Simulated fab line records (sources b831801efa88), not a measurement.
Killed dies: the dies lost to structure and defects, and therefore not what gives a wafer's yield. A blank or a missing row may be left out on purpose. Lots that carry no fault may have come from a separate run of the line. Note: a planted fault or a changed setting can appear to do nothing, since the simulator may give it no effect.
A struck lot beside a sound one || flow sky130 || 15 out of 708 route steps
Sound: the wafers L345.4, L345.5, L345.6. Wafers struck: L357.1, L357.5, L357.6. The cause comes at the end.
Order at every step that has rows: each side's tool, ch and its chambers, its first start. Under that, the readings that differ: sound wafers || struck wafers || difference of the means || sigmas: that difference in standard deviations of wafers without a fault.
alike: readings whose means differ by less than 2 such deviations, and words and numbers that are the same on both sides. not compared: withheld readings, readings that some wafer has no value for, bounds like >300 that may hide the same value, and numbers for which the record gives no deviation and whose values overlap.
A row with sigmas, a row that says differs or no value, or rows on one side alone: a step with any of these is where the two part. Numbers that don't overlap but have no deviation are shown without sigmas and don't part them. A reading missing from all wafers of one side parts the sides only when that side holds two or more wafers.

first, 6 steps without rows for these wafers: SKY_LDD_N_HMDS_01 (prime time 60 s); SKY_LDD_N_COAT_02 (resist thk 300 nm); SKY_LDD_N_SOFTBAKE_03 (time 60 s); SKY_LDD_N_EXPOSE_04 (exposes mask NTM, target cd 840 nm); SKY_LDD_N_PEB_05; SKY_LDD_N_DEVELOP_06 (develop time 60 s).
SKY_LDD_N_OVL_MEAS_07:
  sound on overlay-02, day 20 13:38; struck on overlay-02, day 24 19:17
  alike: LDD_N_OVL
then, 5 steps without rows for these wafers: SKY_LDD_N_IMPLANT_08; SKY_LDD_N_IMPLANT_09; SKY_LDD_N_IMPLANT_10; SKY_LDD_N_IMPLANT_11; SKY_LDD_N_IMPLANT_12.
SKY_LDD_N_IMPLANT_13:
  sound on implanter-04 ch 0, day 20 14:29; struck on implanter-02 ch 0, day 24 20:04
{"reading": "rotation deg (degrees)", "sound": "90.012 89.958 89.979", "struck": "283.52 283.40 283.45", "difference": "+193.47", "sigmas": "+99 or more"}
next, for these wafers, 1 step has no rows: SKY_LDD_N_IMPLANT_14.
-- here the record skips 25 days between the struck wafers' starts before and after, leaving off in module LDD_N and picking up in module PAD_OPEN (first step shown: number 708 of the route) --
SKY_PAD_OPEN_PROBE_99:
  sound on prober-02, day 47 16:45; struck on prober-02, day 50 04:40
{"reading": "killed_at_M0_to_M3", "sound": "38 34 40", "struck": "55 52 53", "difference": "+16", "sigmas": "+2"}
{"reading": "model.etest.nfet_01v8_turned.vt sat v (V)", "sound": "0.649 0.6328 0.6386", "struck": "0.7117 0.7234 0.714", "difference": "+0.0762", "sigmas": ""}
{"reading": "model.etest.nfet_01v8_turned.vt v (V)", "sound": "0.6956 0.6831 0.6917", "struck": "0.7242 0.7283 0.7259", "difference": "+0.0360", "sigmas": ""}
  alike: killed_at_M4_up, killed at contacts, killed at front end, killed at other, killed dies, killed open, killed short
  not compared: model.etest.nfet_01v8_swapped.vt sat v

== WHERE THEY PART ==
First at SKY_LDD_N_IMPLANT_13; last, within this record, at SKY_PAD_OPEN_PROBE_99.

WHY: what had been put in by the simulator
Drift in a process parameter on implanter-02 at SKY_LDD_N_IMPLANT_13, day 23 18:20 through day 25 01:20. Setting rotation deg shifted by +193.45 from 90. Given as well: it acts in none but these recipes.
